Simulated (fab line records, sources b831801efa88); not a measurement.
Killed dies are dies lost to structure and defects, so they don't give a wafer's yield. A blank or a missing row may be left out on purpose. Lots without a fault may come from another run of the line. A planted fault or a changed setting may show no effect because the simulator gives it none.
Which tool did it? | flow sky130 | 15 lots, 42 wafers sampled, at 4 steps of a route of 708

WHAT THE GAUGES READ, wafer by wafer
SKY_SONOS_TUNNEL_CD_MEAS_07: target cd 410 nm.
lot  | measured     | on        | cd_nm (nm)
L800 | day 12 16:58 | cd_sem-01 | 408.2 408.7 409.1
L802 | day 13 00:43 | cd_sem-02 | 410.1 410.6 411.2
L801 | day 13 02:34 | cd_sem-01 | 409.1 408.5 407.9
L803 | day 13 13:35 | cd_sem-02 | 416.0 416.0 414.0
L805 | day 13 16:25 | cd_sem-02 | 411.3 412.7 409.7
L806 | day 14 06:53 | cd_sem-01 | 411.7 411.8 409.6
L809 | day 14 19:04 | cd_sem-02 | 409.4 407.3 409.9
L808 | day 14 19:19 | cd_sem-01 | 408.1 410.4 408.1
L810 | day 15 03:09 | cd_sem-02 | 406.6 408.6 409.4
L811 | day 15 09:18 | cd_sem-02 | 410.1 413.0 411.9
L813 | day 16 06:03 | cd_sem-01 | 421.5 408.5
L814 | day 16 23:46 | cd_sem-02 | 410.7 423.0
L817 | day 17 10:28 | cd_sem-01 | 409.6 423.7
L820 | day 18 10:10 | cd_sem-01 | 412.9 412.6 412.4
L822 | day 18 19:01 | cd_sem-02 | 408.6 411.9 410.5

SKY_POLY_GATE_THK_MEAS_21.
lot  | measured     | on            | POLY_GATE_OXIDATION_THK (nm)
L800 | day 18 05:14 | film_metro-01 | 4.13 4.12 4.08
L802 | day 18 07:58 | film_metro-02 | 4.02 4.04 3.99
L801 | day 18 12:16 | film_metro-02 | 3.96 4.06 3.92
L803 | day 19 00:53 | film_metro-02 | 3.99 3.91 3.94
L805 | day 19 00:53 | film_metro-03 | 3.84 4.03 3.93
L806 | day 19 15:03 | film_metro-02 | 3.92 3.95 4.04
L809 | day 20 15:01 | film_metro-01 | 4.04 4.03 4.10
L808 | day 20 15:01 | film_metro-03 | 4.25 4.10 4.01
L810 | day 20 21:56 | film_metro-02 | 3.81 3.85 3.92
L811 | day 21 03:43 | film_metro-02 | 4.04 3.97 4.04
L813 | day 22 05:56 | film_metro-01 | 4.16 4.08
L814 | day 22 18:59 | film_metro-02 | 3.92 3.97
L817 | day 23 06:23 | film_metro-03 | 4.01 4.01
L820 | day 24 08:05 | film_metro-01 | 3.93 3.98 3.93
L822 | day 24 10:40 | film_metro-03 | 4.17 4.09 4.16

SKY_VIA1_BOW_MEAS_03.
lot  | measured     | on            | VIA1_BOW (um)
L800 | day 34 11:05 | film_metro-02 | 76 73 82
L802 | day 34 12:16 | film_metro-01 | 75 84 88
L801 | day 34 14:41 | film_metro-02 | 76 97 80
L803 | day 35 06:28 | film_metro-02 | 82 80 72
L805 | day 35 03:39 | film_metro-03 | 79 82 77
L806 | day 35 13:40 | film_metro-01 | 79 71 75
L809 | day 36 12:34 | film_metro-02 | 88 89 67
L808 | day 36 11:44 | film_metro-02 | 89 78 90
L810 | day 36 14:53 | film_metro-02 | 97 69 73
L811 | day 36 21:54 | film_metro-02 | 90 76 89
L813 | day 37 20:53 | film_metro-02 | 79 77
L814 | day 38 05:48 | film_metro-01 | 81 78
L817 | day 38 17:25 | film_metro-01 | 85 91
L820 | day 39 17:33 | film_metro-01 | 88 88 87
L822 | day 39 18:08 | film_metro-01 | 67 73 69

WHICH TOOL RAN EACH LOT (tool, then ch and the chambers of the sampled wafers, then the start)
lot  | SKY_SONOS_TUNNEL_COAT_02
L800 | litho_track-02 ch 0, day 12 04:32
L802 | litho_track-04 ch 0, day 12 11:58
L801 | litho_track-03 ch 0, day 12 13:35
L803 | litho_track-03 ch 0, day 13 00:52
L805 | litho_track-02 ch 0, day 13 04:07
L806 | litho_track-03 ch 0, day 13 18:02
L809 | litho_track-02 ch 0, day 14 06:10
L808 | litho_track-03 ch 0, day 14 06:19
L810 | litho_track-02 ch 0, day 14 14:07
L811 | litho_track-02 ch 0, day 14 20:13
L813 | litho_track-02 ch 0, day 15 16:16
L814 | litho_track-02 ch 0, day 16 09:52
L817 | litho_track-02 ch 0, day 16 20:19
L820 | litho_track-04 ch 0, day 17 20:01
L822 | litho_track-04 ch 0, day 18 04:53
- SKY_SONOS_TUNNEL_COAT_02: resist thk 1140 nm.

WHAT THE TOOLS THEMSELVES READ (means of the sampled wafers that have a number; where no wafer has one, the mark that the record gives instead)
The record holds no such reading with a usual standard deviation.

THE ANSWER, worked out from the rows above alone
Rule: what is usual is taken from the lots themselves. Put in order of their means at a reading, lots are off if they are a third of the lots or fewer, leave a main group of 4 or more, and stand apart from it by a gap of 3 or more times the standard deviation of the main group's means; of several such gaps the widest counts. A main group whose means are all the same, to the digits that the tables above print for the reading, isn't used. A lot without any number at a reading at which 4 lots or more have one is off too. The other lots that the step has rows for count as sound. The gauges are gone through in route order, then the tools' own readings, and for those a lot's mean is taken as printed above. The first step at which some lot is off is used, and at that step the reading that is off furthest; a lot without a number counts as furthest.
No lot is off at any reading shown: from this, nothing can be told.

WHAT THE SIMULATOR HAD PUT IN
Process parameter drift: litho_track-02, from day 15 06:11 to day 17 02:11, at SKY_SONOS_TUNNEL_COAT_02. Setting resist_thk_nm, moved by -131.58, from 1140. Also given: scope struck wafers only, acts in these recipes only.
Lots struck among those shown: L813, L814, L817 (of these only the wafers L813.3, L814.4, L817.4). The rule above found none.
